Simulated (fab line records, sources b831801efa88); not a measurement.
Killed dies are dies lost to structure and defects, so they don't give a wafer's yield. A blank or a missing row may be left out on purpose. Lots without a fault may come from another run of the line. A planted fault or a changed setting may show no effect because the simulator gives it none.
fab line records | flow sky130
record lots=15 wafers=45 last_day=50
route steps=708 shown RES_XHIGH@341 LI_CONTACT@378 LOCAL_INTERCONNECT@402 VIA3@573
lots that met no fault: from a run of the same line without faults
start_h: hours from the record's first day to the start of the lot's first wafer shown | wait_h: hours since the lot's step before | " the same as in the row above | L1.1+2: a row that stands for several wafers | - no value, or no start given | * or withheld: withheld | < > ~ a bound
route shown NAME@n: a module of which the file shows steps, and the number in the route of the first | usual: mean/standard deviation of fault-free wafers | same: alike in all rows | chamber/n: place in a boat | sites: the reading at each site | _std_site: their standard deviation | _edge_site: outer sites' mean less inner sites' | radius_mm: how far each site lies from the wafer's centre | mask NAME#n: copy n | behind: the tool/chamber that last shaped the wafer | hold: why the lot was held/for how many hours/how that ended | device: the transistor (n, p or np) that didn't switch | end of line: the same wafers' tests at the end of the route | a step without rows: its recipe alone | killed: dies lost to structure and defects at the first sort, not the wafer's yield | map: a wafer's dies, x killed, . not, _ none there
set.NAME: the setting as run; set.NAME@STEP: as run at that earlier step | model.NAME: the simulator's own value behind a step, which no gauge read
steps of the route over a sample of lots; a table a step, a row a wafer
services: from which hour (start_h, from the record's first day; less than 0 if before it) a tool's chamber was out of use, for how many hours, and why
## steps
# step SKY_RES_XHIGH_TW_MEAS_09
# usual RES_XHIGH_TW=1644/16
# columns lot.wafer tool chamber start_h wait_h RES_XHIGH_TW
L692.1 film_metro-03 - 618.22 0.1 1632
L692.2 " - " " 1626
L692.6 " - " " 1615
L693.3 film_metro-01 - 624.36 0.1 1638
L693.5 " - " " 1624
L693.6 " - " " 1632
L695.3 film_metro-01 - 647.29 0.1 1628
L695.5 " - " " 1629
L695.6 " - " " 1637
L696.1 film_metro-02 - 653.74 0.1 1660
L696.3 " - " " 1667
L696.4 " - " " 1663
L698.2 film_metro-02 - 667.35 0.1 1648
L698.3 " - " " 1659
L698.4 " - " " 1656
L700.2 film_metro-03 - 682.27 0.1 1626
L700.5 " - " " 1638
L700.6 " - " " 1628
L703.2 film_metro-02 - 710.80 0.1 1664
L703.5 " - " " 1662
L703.6 " - " " 1654
L704.1 film_metro-01 - 716.34 0.1 1629
L704.3 " - " " 1634
L704.6 " - " " 1631
L705.1 film_metro-01 - 717.91 0.1 1632
L705.3 " - " " 1627
L705.5 " - " " 1634
L707.1 film_metro-03 - 755.34 0.1 1633
L707.3 " - " " 1632
L707.6 " - " " 1628
L708.1 film_metro-03 - 760.39 0.1 1624
L708.2 " - " " 1630
L708.3 " - " " 1624
L709.1 film_metro-01 - 764.17 0.1 1639
L709.4 " - " " 1646
L709.6 " - " " 1641
L711.1 film_metro-02 - 770.84 0.1 1666
L711.4 " - " " 1660
L711.6 " - " " 1668
L714.2 film_metro-02 - 794.10 0.1 1657
L714.3 " - " " 1656
L714.4 " - " " 1646
L715.2 film_metro-02 - 799.35 0.1 1664
L715.3 " - " " 1651
L715.6 " - " " 1659
# step SKY_LI_CONTACT_STRIP_16
# recipe chemistry=O2/N2 power_w=1400 pressure_mtorr=1500 platen_temp_c=withheld o2_flow_sccm=3000 n2_flow_sccm=300 overash_fraction=0.5
# usual drypump_motor_current_A=5.9/0.37 oes_product_au=0.376/0.0046 strip_time_to_endpoint_s=3.512/0.029
# columns lot.wafer tool chamber start_h wait_h drypump_motor_current_A oes_product_au rf_hours_counter_h strip_time_to_endpoint_s
L692.1 plasma_asher-04 1 676.74 - 5.9 0.379 99 3.525
L692.2 " 0 " " 5.8 0.379 99 3.533
L692.6 " 1 " " 5.9 0.377 - 3.518
L693.3 plasma_asher-02 0 683.52 - 6.6 0.370 - 3.502
L693.5 " 0 " " 6.6 0.382 - 3.495
L693.6 " 1 " " 5.4 0.376 - 3.497
L695.3 plasma_asher-04 0 705.23 - 5.8 0.376 - 3.533
L695.5 " 0 " " 5.8 0.377 - 3.522
L695.6 " 1 " " 5.8 0.376 - 3.570
L696.1 plasma_asher-02 1 711.17 - 5.5 0.380 54 3.446
L696.3 " 0 " " 6.6 0.375 - 3.503
L696.4 " 1 " " 5.5 0.372 - 3.501
L698.2 plasma_asher-02 0 725.25 - 6.6 0.373 55 3.505
L698.3 " 0 " " 6.6 0.385 - 3.493
L698.4 " 1 " " 5.4 0.370 - 3.418
L700.2 plasma_asher-03 1 739.47 - 6.0 0.378 31 3.465
L700.5 " 0 " " 5.8 0.373 - 3.491
L700.6 " 1 " " 6.0 0.373 - 3.446
L703.2 plasma_asher-02 1 767.20 - 5.4 0.378 60 3.532
L703.5 " 0 " " 6.6 0.378 - 3.505
L703.6 " 1 " " 5.4 0.375 - 3.506
L704.1 plasma_asher-03 0 771.94 - 5.8 0.376 34 3.533
L704.3 " 0 " " 5.8 0.386 - 3.557
L704.6 " 0 " " 5.8 0.371 - 3.530
L705.1 plasma_asher-02 0 774.00 - 6.6 0.381 60 3.544
L705.3 " 1 " " 5.4 0.378 - 3.506
L705.5 " 0 " " 6.6 0.372 - 3.507
L707.1 plasma_asher-04 1 809.67 - 5.8 0.367 6 3.538
L707.3 " 1 " " 5.9 0.372 - 3.557
L707.6 " 0 " " 5.7 0.379 - 3.568
L708.1 plasma_asher-04 1 815.42 - 5.9 0.384 7 3.484
L708.2 " 0 " " 5.8 0.384 7 3.531
L708.3 " 0 " " 5.8 0.371 - 3.493
L709.1 plasma_asher-02 0 818.29 - 6.6 0.370 65 3.525
L709.4 " 0 " " 6.6 0.377 - 3.512
L709.6 " 1 " " 5.4 0.380 - 3.532
L711.1 plasma_asher-04 1 825.07 - 5.9 0.378 7 3.498
L711.4 " 1 " " 5.9 0.373 - 3.529
L711.6 " 0 " " 5.8 0.378 - 3.541
L714.2 plasma_asher-04 1 847.80 - 5.9 0.373 10 3.507
L714.3 " 0 " " 5.8 0.387 - 3.528
L714.4 " 1 " " 5.9 0.375 - 3.508
L715.2 plasma_asher-03 0 853.17 - 5.8 0.373 42 3.509
L715.3 " 1 " " 5.9 0.374 - 3.515
L715.6 " 0 " " 5.9 0.377 - 3.495
# step SKY_LOCAL_INTERCONNECT_STRIP_15
# recipe chemistry=O2/N2 power_w=1400 pressure_mtorr=1500 platen_temp_c=withheld o2_flow_sccm=3000 n2_flow_sccm=300 overash_fraction=0.5
# usual drypump_motor_current_A=5.75/0.21 oes_product_au=0.427/0.0043 strip_time_to_endpoint_s=4.725/0.02
# columns lot.wafer tool chamber start_h wait_h drypump_motor_current_A oes_product_au rf_hours_counter_h strip_time_to_endpoint_s
L692.1 plasma_asher-03 0 706.42 0.0 5.82 0.430 27 4.757
L692.2 " 1 " " 5.95 0.435 27 4.744
L692.6 " 1 " " 5.93 0.426 - 4.737
L693.3 plasma_asher-01 1 713.16 0.1 5.73 0.431 - 4.700
L693.5 " 0 " " 5.23 0.431 - 4.702
L693.6 " 1 " " 5.70 0.432 - 4.750
L695.3 plasma_asher-01 0 733.92 0.1 5.27 0.422 - 4.722
L695.5 " 1 " " 5.74 0.431 - 4.695
L695.6 " 0 " " 5.27 0.428 - 4.723
L696.1 plasma_asher-03 0 740.13 0.0 5.83 0.424 31 4.736
L696.3 " 0 " " 5.81 0.429 - 4.734
L696.4 " 1 " " 5.93 0.430 - 4.693
L698.2 plasma_asher-01 1 753.84 0.0 5.72 0.433 97 4.780
L698.3 " 0 " " 5.23 0.426 - 4.768
L698.4 " 1 " " 5.69 0.425 - 4.723
L700.2 plasma_asher-04 1 768.44 0.0 5.84 0.426 2 4.705
L700.5 " 1 " " 5.89 0.431 - 4.709
L700.6 " 0 " " 5.77 0.430 - 4.726
L703.2 plasma_asher-03 1 795.11 0.0 5.94 0.434 36 4.727
L703.5 " 1 " " 5.96 0.433 - 4.723
L703.6 " 0 " " 5.84 0.417 - 4.705
L704.1 plasma_asher-01 0 799.89 0.0 5.27 0.421 102 4.752
L704.3 " 1 " " 5.72 0.430 - 4.741
L704.6 " 1 " " 5.70 0.421 - 4.729
L705.1 plasma_asher-03 1 802.07 0.0 5.95 0.432 37 4.703
L705.3 " 1 " " 5.95 0.434 - 4.717
L705.5 " 1 " " 5.93 0.425 - 4.737
L707.1 plasma_asher-01 0 836.98 0.0 5.25 0.428 105 4.731
L707.3 " 0 " " 5.26 0.427 - 4.705
L707.6 " 0 " " 5.28 0.427 - 4.726
L708.1 plasma_asher-04 1 842.69 0.0 5.86 0.429 9 4.717
L708.2 " 0 " " 5.77 0.430 9 4.724
L708.3 " 1 " " 5.81 0.429 - 4.738
L709.1 plasma_asher-04 0 845.98 0.0 5.78 0.428 9 4.725
L709.4 " 1 " " 5.87 0.425 - 4.713
L709.6 " 1 " " 5.87 0.434 - 4.746
L711.1 plasma_asher-04 0 852.53 0.0 5.82 0.432 10 4.730
L711.4 " 0 " " 5.76 0.432 - 4.744
L711.6 " 1 " " 5.85 0.428 - 4.720
L714.2 plasma_asher-04 0 876.02 0.0 5.77 0.431 12 4.755
L714.3 " 1 " " 5.85 0.421 - 4.735
L714.4 " 0 " " 5.79 0.428 - 4.753
L715.2 plasma_asher-03 1 880.84 0.0 5.94 0.423 45 4.743
L715.3 " 0 " " 5.82 0.427 - 4.741
L715.6 " 0 " " 5.83 0.431 - 4.733
# step SKY_VIA3_HDPCVD_00
# recipe material=SiO2 target_thk_nm=1635 sigma_open_frac=0.3 time_s=272.5 temp_c=400 sih4_flow_sccm=60 pressure_mtorr=6
# columns lot.wafer tool chamber start_h wait_h
L692.1+2+6 hdpcvd-02 0,1,0 904.05 0.0
L693.3+5+6 hdpcvd-02 0,2,0 908.62 0.0
L695.3+5+6 hdpcvd-02 1,1,0 926.65 0.1
L696.1+3+4 hdpcvd-02 1,2,1 932.59 0.0
L698.2+3+4 hdpcvd-02 1,0,1 944.20 0.0
L700.2+5+6 hdpcvd-01 1,2,1 965.06 0.0
L703.2+5+6 hdpcvd-02 1,0,2 983.69 0.0
L704.1+3+6 hdpcvd-01 1,2,1 988.76 0.0
L705.1+3+5 hdpcvd-02 2,0,2 989.96 0.0
L707.1+3+6 hdpcvd-02 1,2,2 1017.04 0.0
L708.1+2+3 hdpcvd-01 0,2,1 1024.81 0.0
L709.1+4+6 hdpcvd-02 1,2,0 1028.48 0.0
L711.1+4+6 hdpcvd-02 1,0,1 1034.19 0.0
L714.2+3+4 hdpcvd-01 0,1,0 1055.53 0.0
L715.2+3+6 hdpcvd-01 2,1,0 1058.61 0.0
# step SKY_VIA3_THK_MEAS_01
# recipe reads=SiO2_of_VIA3_HDPCVD_00
# usual VIA3_HDPCVD_THK=1629/15
# columns lot.wafer tool chamber start_h wait_h VIA3_HDPCVD_THK[nm]
L692.1 film_metro-01 - 904.22 0.1 1635
L692.2 " - " " 1650
L692.6 " - " " 1641
L693.3 film_metro-01 - 908.81 0.1 1629
L693.5 " - " " 1631
L693.6 " - " " 1653
L695.3 film_metro-03 - 926.83 0.1 1636
L695.5 " - " " 1617
L695.6 " - " " 1594
L696.1 film_metro-01 - 932.76 0.1 1616
L696.3 " - " " 1619
L696.4 " - " " 1634
L698.2 film_metro-03 - 944.38 0.1 1629
L698.3 " - " " 1634
L698.4 " - " " 1658
L700.2 film_metro-02 - 965.32 0.2 1619
L700.5 " - " " 1630
L700.6 " - " " 1631
L703.2 film_metro-02 - 983.87 0.1 1635
L703.5 " - " " 1627
L703.6 " - " " 1647
L704.1 film_metro-01 - 988.93 0.1 1658
L704.3 " - " " 1656
L704.6 " - " " 1620
L705.1 film_metro-01 - 990.13 0.1 1618
L705.3 " - " " 1627
L705.5 " - " " 1603
L707.1 film_metro-03 - 1017.21 0.1 1628
L707.3 " - " " 1230
L707.6 " - " " 1619
L708.1 film_metro-01 - 1024.98 0.1 1611
L708.2 " - " " 1638
L708.3 " - " " 1602
L709.1 film_metro-02 - 1028.65 0.1 1614
L709.4 " - " " 1222
L709.6 " - " " 1612
L711.1 film_metro-02 - 1034.36 0.1 1640
L711.4 " - " " 1221
L711.6 " - " " 1640
L714.2 film_metro-01 - 1055.71 0.1 1627
L714.3 " - " " 1605
L714.4 " - " " 1623
L715.2 film_metro-03 - 1058.79 0.1 1648
L715.3 " - " " 1626
L715.6 " - " " 1628
## services
# columns tool chamber start_h hours kind
hdpcvd-01 0 653.89 6.0 repair
hdpcvd-02 2 658.14 1.9 repair
hdpcvd-02 - 682.59 0.7 repair
hdpcvd-01 2 685.38 18.1 repair
plasma_asher-01 - 728.96 0.9 repair
plasma_asher-04 - 733.75 9.0 pm
hdpcvd-01 - 738.23 5.5 pm
plasma_asher-03 - 802.61 2.8 pm
plasma_asher-04 - 816.29 3.6 repair
hdpcvd-01 - 818.63 2.6 repair
hdpcvd-01 - 861.43 6.0 pm
hdpcvd-01 - 872.52 1.3 repair
hdpcvd-02 0 880.02 7.6 repair
hdpcvd-01 - 895.16 2.8 pm
plasma_asher-03 - 896.65 0.3 repair
plasma_asher-04 - 900.28 9.3 repair
plasma_asher-03 - 919.08 3.2 repair
hdpcvd-02 2 925.32 3.4 repair
hdpcvd-02 - 948.55 0.9 repair
hdpcvd-02 - 950.25 15.0 pm
plasma_asher-04 - 1004.67 1.3 repair
plasma_asher-03 - 1009.32 9.9 repair
plasma_asher-03 - 1021.09 0.5 repair
plasma_asher-02 - 1054.45 13.4 repair
## key
first_sign step=SKY_VIA3_THK_MEAS_01 reading=VIA3_HDPCVD_THK direction=down sigmas=27 usual=1629 struck=1224
effect none on later readings
met_at SKY_VIA3_HDPCVD_00
struck_lots L707,L709,L711
struck_wafers L707.3,L709.4,L711.4
sort_left_out L707.3,L709.4,L711.4
not_acting_at SKY_RES_XHIGH_TW_MEAS_09,SKY_LI_CONTACT_STRIP_16,SKY_LOCAL_INTERCONNECT_STRIP_15
onset_between 989.96 1017.04
fault kind=process_parameter_drift tool=hdpcvd-02 chamber=- onset_h=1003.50 steps=SKY_VIA3_HDPCVD_00 channel=target_thk_nm offset=-398.6 shape=step end_h=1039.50 scope=struck_wafers_only acts_in=these_recipes_only stated=1635
# sort_left_out: the simulated sort isn't trusted on such a fault, so these wafers' sort isn't shown, and their yield isn't known
